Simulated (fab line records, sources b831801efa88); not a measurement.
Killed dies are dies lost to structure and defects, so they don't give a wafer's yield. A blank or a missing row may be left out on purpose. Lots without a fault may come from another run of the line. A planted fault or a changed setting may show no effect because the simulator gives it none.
fab line records | flow sky130 | part 1 of 2: steps 1 to 32 of 46
record lots=5 wafers=15 last_day=50
route steps=708 shown POLY_GATE@235 LDD_N@237 LDD_P@255 LDD_HVN@267 LDD_HVP@278
lots that met no fault: from a run of the same line without faults
start_h: hours from the record's first day to the start of the lot's first wafer shown | wait_h: hours since the lot's step before | " the same as in the row above | L1.1+2: a row that stands for several wafers | - no value, or no start given | * or withheld: withheld | < > ~ a bound
route shown NAME@n: a module of which the file shows steps, and the number in the route of the first | usual: mean/standard deviation of fault-free wafers | same: alike in all rows | chamber/n: place in a boat | sites: the reading at each site | _std_site: their standard deviation | _edge_site: outer sites' mean less inner sites' | radius_mm: how far each site lies from the wafer's centre | mask NAME#n: copy n | behind: the tool/chamber that last shaped the wafer | hold: why the lot was held/for how many hours/how that ended | device: the transistor (n, p or np) that didn't switch | end of line: the same wafers' tests at the end of the route | a step without rows: its recipe alone | killed: dies lost to structure and defects at the first sort, not the wafer's yield | map: a wafer's dies, x killed, . not, _ none there
set.NAME: the setting as run; set.NAME@STEP: as run at that earlier step | model.NAME: the simulator's own value behind a step, which no gauge read
lots at some steps of the route; a table a step, a row a wafer
services: from which hour (start_h, from the record's first day; less than 0 if before it) a tool's chamber was out of use, for how many hours, and why
## steps
# step SKY_POLY_GATE_THK_MEAS_21
# recipe reads=SiO2_of_POLY_GATE_OXIDATION_20
# usual POLY_GATE_OXIDATION_THK=3.97/0.077
# columns lot.wafer tool chamber start_h wait_h POLY_GATE_OXIDATION_THK[nm]
L076.1 film_metro-03 - 394.34 0.0 3.93
L076.4 " - " " 3.91
L076.6 " - " " 3.91
L083.2 film_metro-03 - 448.48 0.0 3.98
L083.3 " - " " 4.00
L083.6 " - " " 3.99
L095.1 film_metro-04 - 553.27 0.0 4.05
L095.3 " - " " 3.91
L095.4 " - " " 3.90
L096.3 film_metro-02 - 565.49 0.0 4.02
L096.4 " - " " 3.92
L096.6 " - " " 3.84
L097.1 film_metro-04 - 570.32 0.0 3.92
L097.4 " - " " 3.89
L097.6 " - " " 3.90
# step SKY_POLY_GATE_CD_MEAS_22
# usual cd_nm=149.7/1.8
# columns lot.wafer tool chamber start_h wait_h cd_nm
L076.1 cd_sem-01 - 394.40 0.1 152.5
L076.4 " - " " 149.8
L076.6 " - " " 151.3
L083.2 cd_sem-02 - 448.56 0.1 149.7
L083.3 " - " " 147.7
L083.6 " - " " 150.1
L095.1 cd_sem-02 - 553.36 0.1 154.0
L095.3 " - " " 152.1
L095.4 " - " " 149.7
L096.3 cd_sem-02 - 565.59 0.1 147.4
L096.4 " - " " 150.1
L096.6 " - " " 150.0
L097.1 cd_sem-01 - 570.38 0.1 149.0
L097.4 " - " " 146.5
L097.6 " - " " 146.0
# step SKY_LDD_N_DEHYDRATE_00
# recipe temp_c=200 time_s=60
# columns lot.wafer tool chamber start_h wait_h
L076.1+4+6 litho_track-01 0 408.51 14.1
L083.2+3+6 litho_track-03 0 463.80 15.2
L095.1+3+4 litho_track-04 0 566.91 13.5
L096.3+4+6 litho_track-04 0 578.91 13.3
L097.1+4+6 litho_track-04 0 583.46 13.0
# step SKY_LDD_N_HMDS_01
# recipe prime_time_s=60 prime_temp_c=120
# columns lot.wafer tool chamber start_h wait_h
L076.1+4+6 litho_track-01 0 408.66 0.1
L083.2+3+6 litho_track-03 0 463.95 0.1
L095.1+3+4 litho_track-04 0 567.06 0.1
L096.3+4+6 litho_track-04 0 579.06 0.1
L097.1+4+6 litho_track-04 0 583.61 0.1
# step SKY_LDD_N_COAT_02
# recipe resist=NOVOLAK spin_rpm=3000 resist_thk_nm=300
# columns lot.wafer tool chamber start_h wait_h
L076.1+4+6 litho_track-01 0 408.81 0.1
L083.2+3+6 litho_track-03 0 464.10 0.1
L095.1+3+4 litho_track-04 0 567.21 0.1
L096.3+4+6 litho_track-04 0 579.21 0.1
L097.1+4+6 litho_track-04 0 583.76 0.1
# step SKY_LDD_N_SOFTBAKE_03
# recipe temp_c=90 time_s=60 resist=NOVOLAK
# columns lot.wafer tool chamber start_h wait_h
L076.1+4+6 litho_track-01 0 408.96 0.1
L083.2+3+6 litho_track-03 0 464.25 0.1
L095.1+3+4 litho_track-04 0 567.36 0.1
L096.3+4+6 litho_track-04 0 579.36 0.1
L097.1+4+6 litho_track-04 0 583.91 0.1
# step SKY_LDD_N_EXPOSE_04
# recipe mask_id=NTM target_cd_nm=840 na=0.6 source_shape=conventional sigma_outer=0.6 dose_mj=110
# columns lot.wafer tool chamber start_h wait_h mask
L076.1+4+6 iline_stepper-01 0 - - NTM#0
L083.2+3+6 iline_stepper-02 0 - - NTM#0
L095.1+3+4 iline_stepper-02 0 - - NTM#0
L096.3+4+6 iline_stepper-02 0 - - NTM#0
L097.1+4+6 iline_stepper-02 0 - - NTM#0
# step SKY_LDD_N_PEB_05
# recipe temp_c=withheld time_s=* resist=NOVOLAK
# columns lot.wafer tool chamber start_h wait_h
L076.1+4+6 litho_track-01 0 - -
L083.2+3+6 litho_track-04 0 - -
L095.1+3+4 litho_track-03 0 - -
L096.3+4+6 litho_track-01 0 - -
L097.1+4+6 litho_track-03 0 - -
# step SKY_LDD_N_DEVELOP_06
# recipe develop_time_s=60 dev_temp_c=23
# columns lot.wafer tool chamber start_h wait_h
L076.1+4+6 litho_track-01 0 424.26 0.1
L083.2+3+6 litho_track-04 0 479.33 0.1
L095.1+3+4 litho_track-03 0 580.98 0.1
L096.3+4+6 litho_track-01 0 594.21 0.1
L097.1+4+6 litho_track-03 0 599.08 0.1
# step SKY_LDD_N_OVL_MEAS_07
# usual LDD_N_OVL=0.7/1.4
# columns lot.wafer tool chamber start_h wait_h LDD_N_OVL[nm]
L076.1 overlay-01 - 424.41 0.1 2.2
L076.4 " - " " 0.3
L076.6 " - " " 0.5
L083.2 overlay-02 - 479.46 0.1 1.1
L083.3 " - " " 2.0
L083.6 " - " " 2.0
L095.1 overlay-01 - 581.13 0.1 -0.4
L095.3 " - " " 1.0
L095.4 " - " " 2.6
L096.3 overlay-01 - 594.32 0.1 -0.2
L096.4 " - " " 0.8
L096.6 " - " " 0.3
L097.1 overlay-02 - 599.23 0.1 1.4
L097.4 " - " " -0.5
L097.6 " - " " -0.1
# step SKY_LDD_N_IMPLANT_08
# recipe species=As energy_kev=20 dose_cm2=7.5e+13 tilt_deg=withheld rotation_deg=23
# usual beam_on_s=9.99/0.21
# same implant_ion_amu=75
# columns lot.wafer tool chamber start_h wait_h beam_on_s
L076.1 implanter-04 0 424.44 0.0 9.89
L076.4 " 0 " " 10.37
L076.6 " 0 " " 10.00
L083.2 implanter-01 0 479.52 0.0 9.94
L083.3 " 0 " " 9.97
L083.6 " 0 " " 9.51
L095.1 implanter-02 0 581.16 0.0 10.20
L095.3 " 0 " " 10.10
L095.4 " 0 " " 10.04
L096.3 implanter-01 0 594.39 0.1 9.65
L096.4 " 0 " " 9.98
L096.6 " 0 " " 10.14
L097.1 implanter-04 0 599.26 0.0 9.96
L097.4 " 0 " " 9.72
L097.6 " 0 " " 9.64
# step SKY_LDD_N_IMPLANT_09
# recipe species=As energy_kev=20 dose_cm2=7.5e+13 tilt_deg=withheld rotation_deg=113
# usual beam_on_s=9.98/0.2
# same implant_ion_amu=75
# columns lot.wafer tool chamber start_h wait_h beam_on_s
L076.1 implanter-04 0 424.59 0.1 9.80
L076.4 " 0 " " 9.86
L076.6 " 0 " " 10.08
L083.2 implanter-01 0 479.67 0.1 10.03
L083.3 " 0 " " 10.03
L083.6 " 0 " " 10.11
L095.1 implanter-02 0 581.31 0.1 9.94
L095.3 " 0 " " 9.30
L095.4 " 0 " " 9.94
L096.3 implanter-01 0 594.54 0.1 10.19
L096.4 " 0 " " 10.23
L096.6 " 0 " " 9.71
L097.1 implanter-04 0 599.41 0.1 9.82
L097.4 " 0 " " 10.28
L097.6 " 0 " " 10.23
# step SKY_LDD_N_IMPLANT_10
# recipe species=As energy_kev=20 dose_cm2=7.5e+13 tilt_deg=withheld rotation_deg=203
# usual beam_on_s=10.02/0.2
# same implant_ion_amu=75
# columns lot.wafer tool chamber start_h wait_h beam_on_s
L076.1 implanter-04 0 424.74 0.1 10.06
L076.4 " 0 " " 10.07
L076.6 " 0 " " 10.12
L083.2 implanter-01 0 479.82 0.1 10.07
L083.3 " 0 " " 10.18
L083.6 " 0 " " 10.14
L095.1 implanter-02 0 581.46 0.1 10.12
L095.3 " 0 " " 9.80
L095.4 " 0 " " 9.81
L096.3 implanter-01 0 594.69 0.1 10.19
L096.4 " 0 " " 9.77
L096.6 " 0 " " 9.80
L097.1 implanter-04 0 599.56 0.1 10.49
L097.4 " 0 " " 10.02
L097.6 " 0 " " 10.02
# step SKY_LDD_N_IMPLANT_11
# recipe species=As energy_kev=20 dose_cm2=7.5e+13 tilt_deg=withheld rotation_deg=293
# usual beam_on_s=10.02/0.22
# same implant_ion_amu=75
# columns lot.wafer tool chamber start_h wait_h beam_on_s
L076.1 implanter-04 0 424.89 0.1 10.11
L076.4 " 0 " " 10.09
L076.6 " 0 " " 10.02
L083.2 implanter-01 0 479.97 0.1 9.97
L083.3 " 0 " " 9.78
L083.6 " 0 " " 10.05
L095.1 implanter-02 0 581.61 0.1 9.83
L095.3 " 0 " " 10.15
L095.4 " 0 " " 10.08
L096.3 implanter-01 0 594.84 0.1 9.48
L096.4 " 0 " " 9.43
L096.6 " 0 " " 10.07
L097.1 implanter-04 0 599.71 0.1 9.76
L097.4 " 0 " " 9.43
L097.6 " 0 " " 9.85
# step SKY_LDD_N_IMPLANT_12
# recipe species=BF2 energy_kev=50 dose_cm2=5e+12 tilt_deg=30 rotation_deg=0
# usual beam_on_s=9.99/0.2
# same implant_ion_amu=49
# columns lot.wafer tool chamber start_h wait_h beam_on_s
L076.1 implanter-04 0 425.04 0.1 9.82
L076.4 " 0 " " 9.70
L076.6 " 0 " " 10.01
L083.2 implanter-01 0 480.12 0.1 10.15
L083.3 " 0 " " 9.95
L083.6 " 0 " " 9.64
L095.1 implanter-02 0 581.76 0.1 9.74
L095.3 " 0 " " 10.06
L095.4 " 0 " " 9.89
L096.3 implanter-01 0 594.99 0.1 9.94
L096.4 " 0 " " 10.22
L096.6 " 0 " " 9.98
L097.1 implanter-04 0 599.86 0.1 10.13
L097.4 " 0 " " 9.86
L097.6 " 0 " " 10.16
# step SKY_LDD_N_IMPLANT_13
# recipe species=BF2 energy_kev=50 dose_cm2=5e+12 tilt_deg=30 rotation_deg=90
# usual beam_on_s=10.02/0.2
# same implant_ion_amu=49
# columns lot.wafer tool chamber start_h wait_h beam_on_s
L076.1 implanter-04 0 425.19 0.1 10.07
L076.4 " 0 " " 9.89
L076.6 " 0 " " 10.25
L083.2 implanter-01 0 480.27 0.1 9.75
L083.3 " 0 " " 10.25
L083.6 " 0 " " 10.06
L095.1 implanter-02 0 581.91 0.1 10.05
L095.3 " 0 " " 9.98
L095.4 " 0 " " 9.70
L096.3 implanter-01 0 595.14 0.1 10.29
L096.4 " 0 " " 9.71
L096.6 " 0 " " 10.05
L097.1 implanter-04 0 600.01 0.1 9.92
L097.4 " 0 " " 10.14
L097.6 " 0 " " 9.81
# step SKY_LDD_N_IMPLANT_14
# recipe species=BF2 energy_kev=50 dose_cm2=5e+12 tilt_deg=30 rotation_deg=180
# usual beam_on_s=10.03/0.21
# same implant_ion_amu=49
# columns lot.wafer tool chamber start_h wait_h beam_on_s
L076.1 implanter-04 0 425.34 0.1 10.05
L076.4 " 0 " " 10.16
L076.6 " 0 " " 9.89
L083.2 implanter-01 0 480.42 0.1 10.15
L083.3 " 0 " " 10.24
L083.6 " 0 " " 9.86
L095.1 implanter-02 0 582.06 0.1 9.94
L095.3 " 0 " " 9.84
L095.4 " 0 " " 9.61
L096.3 implanter-01 0 595.29 0.1 10.03
L096.4 " 0 " " 10.18
L096.6 " 0 " " 10.03
L097.1 implanter-04 0 600.16 0.1 10.04
L097.4 " 0 " " 9.80
L097.6 " 0 " " 10.08
# step SKY_LDD_N_IMPLANT_15
# recipe species=BF2 energy_kev=50 dose_cm2=5e+12 tilt_deg=30 rotation_deg=270
# usual beam_on_s=10.01/0.19
# same implant_ion_amu=49
# columns lot.wafer tool chamber start_h wait_h beam_on_s
L076.1 implanter-04 0 425.49 0.1 10.17
L076.4 " 0 " " 10.15
L076.6 " 0 " " 9.97
L083.2 implanter-01 0 480.57 0.1 9.96
L083.3 " 0 " " 9.98
L083.6 " 0 " " 10.46
L095.1 implanter-02 0 582.21 0.1 9.93
L095.3 " 0 " " 9.83
L095.4 " 0 " " 9.66
L096.3 implanter-01 0 595.44 0.1 9.81
L096.4 " 0 " " 9.65
L096.6 " 0 " " 9.88
L097.1 implanter-04 0 600.31 0.1 9.96
L097.4 " 0 " " 9.97
L097.6 " 0 " " 9.87
# step SKY_LDD_N_STRIP_16
# recipe chemistry=O2/N2 power_w=1400 pressure_mtorr=1500 platen_temp_c=withheld o2_flow_sccm=3000 n2_flow_sccm=300 overash_fraction=0.5
# usual drypump_motor_current_A=5.8/0.62 oes_product_au=0.406/0.0046 strip_time_to_endpoint_s=4.313/0.015
# columns lot.wafer tool chamber start_h wait_h drypump_motor_current_A oes_product_au rf_hours_counter_h strip_time_to_endpoint_s
L076.1 plasma_asher-01 1 425.64 0.1 6.5 0.404 72 4.335
L076.4 " 0 " " 5.3 0.401 - 4.332
L076.6 " 0 " " 5.3 0.407 - 4.331
L083.2 plasma_asher-03 1 480.69 0.1 6.5 0.406 34 4.328
L083.3 " 0 " " 5.2 0.400 - 4.313
L083.6 " 1 " " 6.6 0.407 - 4.316
L095.1 plasma_asher-01 0 582.36 0.1 5.3 0.407 88 4.311
L095.3 " 1 " " 6.6 0.404 - 4.328
L095.4 " 0 " " 5.3 0.407 - 4.316
L096.3 plasma_asher-01 0 595.57 0.1 5.3 0.416 - 4.305
L096.4 " 1 " " 6.5 0.415 - 4.312
L096.6 " 0 " " 5.3 0.409 - 4.332
L097.1 plasma_asher-01 0 600.46 0.1 5.3 0.407 90 4.297
L097.4 " 1 " " 6.5 0.405 - 4.322
L097.6 " 0 " " 5.3 0.407 - 4.315
# step SKY_LDD_N_TW_MEAS_17
# usual LDD_N_TW=2586/35
# columns lot.wafer tool chamber start_h wait_h LDD_N_TW
L076.1 film_metro-01 - 425.74 0.1 2630
L076.4 " - " " 2616
L076.6 " - " " 2630
L083.2 film_metro-03 - 480.80 0.1 2541
L083.3 " - " " 2531
L083.6 " - " " 2538
L095.1 film_metro-03 - 582.46 0.1 2540
L095.3 " - " " 2538
L095.4 " - " " 2549
L096.3 film_metro-01 - 595.66 0.1 2585
L096.4 " - " " 2597
L096.6 " - " " 2588
L097.1 film_metro-04 - 600.56 0.1 2565
L097.4 " - " " 2566
L097.6 " - " " 2569
# step SKY_LDD_P_DEHYDRATE_00
# recipe temp_c=200 time_s=60
# columns lot.wafer tool chamber start_h wait_h
L076.1+4+6 litho_track-03 0 439.83 14.1
L083.2+3+6 litho_track-03 0 496.05 15.2
L095.1+3+4 litho_track-04 0 596.81 14.3
L096.3+4+6 litho_track-03 0 609.88 14.2
L097.1+4+6 litho_track-03 0 614.08 13.5
# step SKY_LDD_P_HMDS_01
# recipe prime_time_s=60 prime_temp_c=120
# columns lot.wafer tool chamber start_h wait_h
L076.1+4+6 litho_track-03 0 439.98 0.1
L083.2+3+6 litho_track-03 0 496.20 0.1
L095.1+3+4 litho_track-04 0 596.96 0.1
L096.3+4+6 litho_track-03 0 610.03 0.1
L097.1+4+6 litho_track-03 0 614.23 0.1
# step SKY_LDD_P_COAT_02
# recipe resist=NOVOLAK spin_rpm=3000 resist_thk_nm=1140
# columns lot.wafer tool chamber start_h wait_h
L076.1+4+6 litho_track-03 0 440.13 0.1
L083.2+3+6 litho_track-03 0 496.35 0.1
L095.1+3+4 litho_track-04 0 597.11 0.1
L096.3+4+6 litho_track-03 0 610.18 0.1
L097.1+4+6 litho_track-03 0 614.38 0.1
# step SKY_LDD_P_SOFTBAKE_03
# recipe temp_c=90 time_s=60 resist=NOVOLAK
# columns lot.wafer tool chamber start_h wait_h
L076.1+4+6 litho_track-03 0 440.28 0.1
L083.2+3+6 litho_track-03 0 496.50 0.1
L095.1+3+4 litho_track-04 0 597.26 0.1
L096.3+4+6 litho_track-03 0 610.33 0.1
L097.1+4+6 litho_track-03 0 614.53 0.1
# step SKY_LDD_P_EXPOSE_04
# recipe mask_id=PSDM na=0.6 source_shape=conventional sigma_outer=0.6 polarization=unpolarized target_cd_nm=380 dose_mj=138
# columns lot.wafer tool chamber start_h wait_h mask
L076.1+4+6 iline_stepper-02 0 - - PSDM#0
L083.2+3+6 iline_stepper-02 0 - - PSDM#0
L095.1+3+4 iline_stepper-01 0 - - PSDM#0
L096.3+4+6 iline_stepper-01 0 - - PSDM#0
L097.1+4+6 iline_stepper-01 0 - - PSDM#0
# step SKY_LDD_P_PEB_05
# recipe temp_c=withheld time_s=* resist=NOVOLAK
# columns lot.wafer tool chamber start_h wait_h
L076.1+4+6 litho_track-02 0 - -
L083.2+3+6 litho_track-03 0 - -
L095.1+3+4 litho_track-04 0 - -
L096.3+4+6 litho_track-03 0 - -
L097.1+4+6 litho_track-02 0 - -
# step SKY_LDD_P_DEVELOP_06
# recipe resist=NOVOLAK developer=TMAH develop_time_s=60 dev_temp_c=23
# columns lot.wafer tool chamber start_h wait_h
L076.1+4+6 litho_track-02 0 456.54 0.1
L083.2+3+6 litho_track-03 0 511.10 0.1
L095.1+3+4 litho_track-04 0 611.91 0.1
L096.3+4+6 litho_track-03 0 624.58 0.1
L097.1+4+6 litho_track-02 0 628.34 0.1
# step SKY_LDD_P_CD_MEAS_07
# recipe target_cd_nm=380
# usual cd_nm=379.6/2.3
# columns lot.wafer tool chamber start_h wait_h cd_nm
L076.1 cd_sem-02 - 456.69 0.1 376.6
L076.4 " - " " 376.0
L076.6 " - " " 376.2
L083.2 cd_sem-02 - 511.25 0.1 382.0
L083.3 " - " " 382.0
L083.6 " - " " 381.9
L095.1 cd_sem-01 - 612.06 0.1 377.1
L095.3 " - " " 379.6
L095.4 " - " " 375.6
L096.3 cd_sem-01 - 624.72 0.1 386.3
L096.4 " - " " 382.3
L096.6 " - " " 383.0
L097.1 cd_sem-02 - 628.49 0.1 378.6
L097.4 " - " " 380.4
L097.6 " - " " 379.8
# step SKY_LDD_P_OVL_MEAS_08
# usual LDD_P_OVL=0.7/1.1
# columns lot.wafer tool chamber start_h wait_h LDD_P_OVL[nm]
L076.1 overlay-01 - 456.81 0.1 0.6
L076.4 " - " " 0.7
L076.6 " - " " 2.8
L083.2 overlay-02 - 511.35 0.1 -0.4
L083.3 " - " " 0.2
L083.6 " - " " -0.3
L095.1 overlay-01 - 612.18 0.1 1.4
L095.3 " - " " -0.9
L095.4 " - " " 0.5
L096.3 overlay-01 - 624.81 0.1 0.5
L096.4 " - " " 0.5
L096.6 " - " " 2.6
L097.1 overlay-02 - 628.61 0.1 -0.2
L097.4 " - " " 2.8
L097.6 " - " " 0.8
# step SKY_LDD_P_IMPLANT_09
# recipe species=BF2 energy_kev=25 dose_cm2=1e+13 tilt_deg=withheld
# usual beam_on_s=9.99/0.2
# same implant_ion_amu=49
# columns lot.wafer tool chamber start_h wait_h beam_on_s
L076.1 implanter-04 0 456.84 0.0 10.00
L076.4 " 0 " " 9.90
L076.6 " 0 " " 10.21
L083.2 implanter-04 0 511.41 0.0 9.99
L083.3 " 0 " " 9.59
L083.6 " 0 " " 9.83
L095.1 implanter-03 0 612.21 0.0 10.35
L095.3 " 0 " " 9.88
L095.4 " 0 " " 10.09
L096.3 implanter-03 0 624.88 0.1 10.04
L096.4 " 0 " " 9.95
L096.6 " 0 " " 9.80
L097.1 implanter-03 0 628.64 0.0 10.19
L097.4 " 0 " " 10.07
L097.6 " 0 " " 10.03
# step SKY_LDD_P_STRIP_10
# recipe chemistry=O2/N2 power_w=1400 pressure_mtorr=1500 platen_temp_c=withheld o2_flow_sccm=3000 n2_flow_sccm=300 overash_fraction=0.5
# usual drypump_motor_current_A=5.7/0.52 oes_product_au=0.715/0.0043 strip_time_to_endpoint_s=14.18/0.048
# columns lot.wafer tool chamber start_h wait_h drypump_motor_current_A oes_product_au rf_hours_counter_h strip_time_to_endpoint_s
L076.1 plasma_asher-04 0 456.99 0.1 6.1 0.712 67 14.13
L076.4 " 1 " " 5.2 0.718 - 14.18
L076.6 " 0 " " 6.2 0.709 - 14.21
L083.2 plasma_asher-01 1 511.53 0.1 6.6 0.714 81 14.22
L083.3 " 1 " " 6.5 0.713 - 14.16
L083.6 " 1 " " 6.6 0.716 - 14.22
L095.1 plasma_asher-04 0 612.36 0.1 6.1 0.715 82 14.17
L095.3 " 0 " " 6.2 0.717 - 14.10
L095.4 " 1 " " 5.2 0.721 - 14.16
L096.3 plasma_asher-04 1 625.02 0.1 5.2 0.712 - 14.15
L096.4 " 0 " " 6.1 0.717 - 14.16
L096.6 " 0 " " 6.1 0.710 - 14.20
L097.1 plasma_asher-02 0 628.79 0.1 6.0 0.713 19 14.18
L097.4 " 0 " " 6.1 0.706 - 14.16
L097.6 " 1 " " 5.1 0.710 - 14.18
# step SKY_LDD_P_TW_MEAS_11
# usual LDD_P_TW=635/9.5
# columns lot.wafer tool chamber start_h wait_h LDD_P_TW
L076.1 film_metro-01 - 457.09 0.1 646
L076.4 " - " " 649
L076.6 " - " " 647
L083.2 film_metro-01 - 511.64 0.1 642
L083.3 " - " " 643
L083.6 " - " " 644
L095.1 film_metro-03 - 612.46 0.1 623
L095.3 " - " " 625
L095.4 " - " " 625
L096.3 film_metro-01 - 625.10 0.1 646
L096.4 " - " " 643
L096.6 " - " " 647
L097.1 film_metro-01 - 628.89 0.1 647
L097.4 " - " " 643
L097.6 " - " " 645
